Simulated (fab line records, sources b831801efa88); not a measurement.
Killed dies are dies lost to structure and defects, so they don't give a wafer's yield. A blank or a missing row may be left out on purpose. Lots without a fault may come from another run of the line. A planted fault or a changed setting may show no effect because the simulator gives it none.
Which tool did it? | flow sky130 | 14 lots, 42 wafers sampled, at 3 steps of a route of 708

WHAT THE GAUGES READ, wafer by wafer
SKY_SONOS_TUNNEL_OVL_MEAS_08.
lot  | measured     | on         | SONOS_TUNNEL_OVL (nm)
L468 | day 11 09:25 | overlay-02 | -2.0 -2.3 -0.8
L469 | day 11 16:49 | overlay-02 | 2.2 1.2 3.2
L471 | day 12 03:52 | overlay-02 | 1.0 0.9 1.5
L472 | day 12 13:54 | overlay-01 | -0.9 -3.4 -3.8
L473 | day 13 00:49 | overlay-02 | 0.4 -0.1 -1.3
L474 | day 13 09:50 | overlay-01 | -0.4 -0.1 1.4
L475 | day 13 22:57 | overlay-01 | -0.1 1.6 -0.4
L483 | day 16 16:33 | overlay-02 | 0.4 2.4 -0.4
L484 | day 16 17:21 | overlay-02 | 0.2 0.3 1.3
L485 | day 16 22:50 | overlay-02 | -1.2 -1.1 -1.0
L486 | day 17 15:23 | overlay-01 | 0.0 0.1 -0.2
L487 | day 17 19:39 | overlay-02 | -1.8 0.6 0.0
L488 | day 18 13:15 | overlay-01 | -0.6 0.9 1.6
L491 | day 19 01:22 | overlay-01 | -0.6 -2.1 -0.4

SKY_GATE_OXIDE_THK_MEAS_02.
lot  | measured     | on            | GATE_OXIDE_OXIDATION_00_THK (nm)
L468 | day 12 17:12 | film_metro-04 | 10.09 10.10 10.14
L469 | day 13 00:36 | film_metro-01 | 9.93 10.07 10.08
L471 | day 14 02:23 | film_metro-04 | 9.92 9.97 9.91
L472 | day 14 01:14 | film_metro-01 | 10.29 10.41 10.41
L473 | day 14 11:58 | film_metro-04 | 9.83 9.93 10.09
L474 | day 15 02:14 | film_metro-03 | 10.45 10.56 10.22
L475 | day 15 15:01 | film_metro-01 | 10.33 10.48 10.59
L483 | day 18 13:47 | film_metro-01 | 10.23 10.04 9.90
L484 | day 18 13:43 | film_metro-03 | 9.91 10.22 10.02
L485 | day 18 18:32 | film_metro-03 | 10.27 10.14 10.30
L486 | day 19 07:25 | film_metro-01 | 10.14 10.11 10.04
L487 | day 19 07:38 | film_metro-01 | 9.86 10.19 9.95
L488 | day 20 08:25 | film_metro-01 | 10.16 10.05 10.06
L491 | day 20 16:25 | film_metro-03 | 10.20 10.11 10.10

WHICH TOOL RAN EACH LOT (tool, then ch and the chambers of the sampled wafers, then the start)
lot  | SKY_VT_ADJUST_LVTN_STRIP_09
L468 | plasma_asher-02 ch 0,1, day 6 22:17
L469 | plasma_asher-03 ch 1, day 7 06:02
L471 | plasma_asher-03 ch 0,1, day 7 14:19
L472 | plasma_asher-03 ch 0,1, day 7 22:49
L473 | plasma_asher-03 ch 0,1, day 8 05:39
L474 | plasma_asher-02 ch 0,1, day 8 14:23
L475 | plasma_asher-03 ch 0,1, day 9 02:13
L483 | plasma_asher-03 ch 0,1, day 11 07:07
L484 | plasma_asher-01 ch 0,1, day 11 08:04
L485 | plasma_asher-03 ch 0,1, day 11 12:59
L486 | plasma_asher-01 ch 0,1, day 12 02:41
L487 | plasma_asher-02 ch 0,1, day 12 07:11
L488 | plasma_asher-02 ch 0,1, day 12 22:46
L491 | plasma_asher-01 ch 0,1, day 13 07:46
- SKY_VT_ADJUST_LVTN_STRIP_09: strips in O2/N2.

WHAT THE TOOLS THEMSELVES READ (means of the sampled wafers that have a number; where no wafer has one, the mark that the record gives instead)
SKY_VT_ADJUST_LVTN_STRIP_09.
lot  | tool            | drypump_motor_current_A (A) | oes_product_au (a.u.) | strip_time_to_endpoint_s (s)
L468 | plasma_asher-02 | 6.0                         | 0.723                 | 36.83
L469 | plasma_asher-03 | 5.1                         | 0.723                 | 36.79
L471 | plasma_asher-03 | 5.4                         | 0.724                 | 36.79
L472 | plasma_asher-03 | 5.3                         | 0.719                 | 36.67
L473 | plasma_asher-03 | 5.4                         | 0.719                 | 36.96
L474 | plasma_asher-02 | 6.0                         | 0.722                 | 36.77
L475 | plasma_asher-03 | 5.4                         | 0.721                 | 36.91
L483 | plasma_asher-03 | 5.3                         | 0.721                 | 36.95
L484 | plasma_asher-01 | 5.8                         | 0.724                 | 36.89
L485 | plasma_asher-03 | 5.3                         | 0.720                 | 36.99
L486 | plasma_asher-01 | 5.6                         | 0.721                 | 36.75
L487 | plasma_asher-02 | 6.0                         | 0.723                 | 36.82
L488 | plasma_asher-02 | 5.7                         | 0.725                 | 36.78
L491 | plasma_asher-01 | 5.6                         | 0.726                 | 36.86

THE ANSWER, worked out from the rows above alone
Rule: what is usual is taken from the lots themselves. Put in order of their means at a reading, lots are off if they are a third of the lots or fewer, leave a main group of 4 or more, and stand apart from it by a gap of 3 or more times the standard deviation of the main group's means; of several such gaps the widest counts. A main group whose means are all the same, to the digits that the tables above print for the reading, isn't used. A lot without any number at a reading at which 4 lots or more have one is off too. The other lots that the step has rows for count as sound. The gauges are gone through in route order, then the tools' own readings, and for those a lot's mean is taken as printed above. The first step at which some lot is off is used, and at that step the reading that is off furthest; a lot without a number counts as furthest.
No lot is off at any reading shown: from this, nothing can be told.

WHAT THE SIMULATOR HAD PUT IN
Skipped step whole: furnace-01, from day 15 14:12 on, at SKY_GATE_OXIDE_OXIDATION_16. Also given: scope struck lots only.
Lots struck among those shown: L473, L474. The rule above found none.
